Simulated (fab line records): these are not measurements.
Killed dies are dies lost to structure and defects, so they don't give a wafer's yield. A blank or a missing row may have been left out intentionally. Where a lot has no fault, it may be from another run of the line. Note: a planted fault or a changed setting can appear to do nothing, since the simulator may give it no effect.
Chamber matching ; flow sfqLine ; 3 sister chambers for SFQ_TRILAYER_I6_DEP_PECVD_165 on pecvd-01
The step deposits SiO2 from SiH4/N2O, time 111.11 s, target thk 500 nm. 6 wafers are shown with their chamber, then 7 later ones without.

WAFERS PAIRED WITH THEIR CHAMBERS
wafer;chamber;throttleValvePct (%);heaterPowerW (W)
L785.5;2;25.1;90
L788.1;2;25.6;79
L794.3;0;25.2;80
L794.6;1;24.5;75
L796.2;0;24.9;79
L796.3;1;24.7;79

WAFERS WHOSE CHAMBER IS MISSING
wafer;throttleValvePct (%);heaterPowerW (W)
L796.5;25.1;79
L798.1;24.7;74
L798.5;24.7;77
L798.6;26.2;86
L803.3;24.7;70
L803.5;24.7;73
L803.6;26.0;82

WHICH CHAMBER EACH WENT THROUGH
wafer;from the rows above;in truth
L796.5;can't be placed: 0 or 2 or 1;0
L798.1;can't be placed: 1 or 0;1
L798.5;can't be placed: 1 or 0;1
L798.6;can't be placed: 2 or 0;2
L803.3;can't be placed: 1 or 0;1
L803.5;can't be placed: 1 or 0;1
L803.6;can't be placed: 2 or 0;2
Correctly placed: 0 of 7. These rows do not allow placing 7 (true chamber among the candidates in 7). 0 placed wrongly.
How it was worked out, from the rows above alone: a wafer's distance from a chamber is the root of the sum, over the readings, of the square of ((its reading less the chamber's mean) divided by the reading's scatter). If the next closest chamber is less than 2 further off than the closest, the wafer can't be placed; otherwise it belongs to the closest. Each chamber's mean is taken over the wafers shown for it. How the scatter is found: for the shown wafers, subtract from each reading the mean of its chamber, square and add these, divide the total by (wafers less chambers), then take the root.
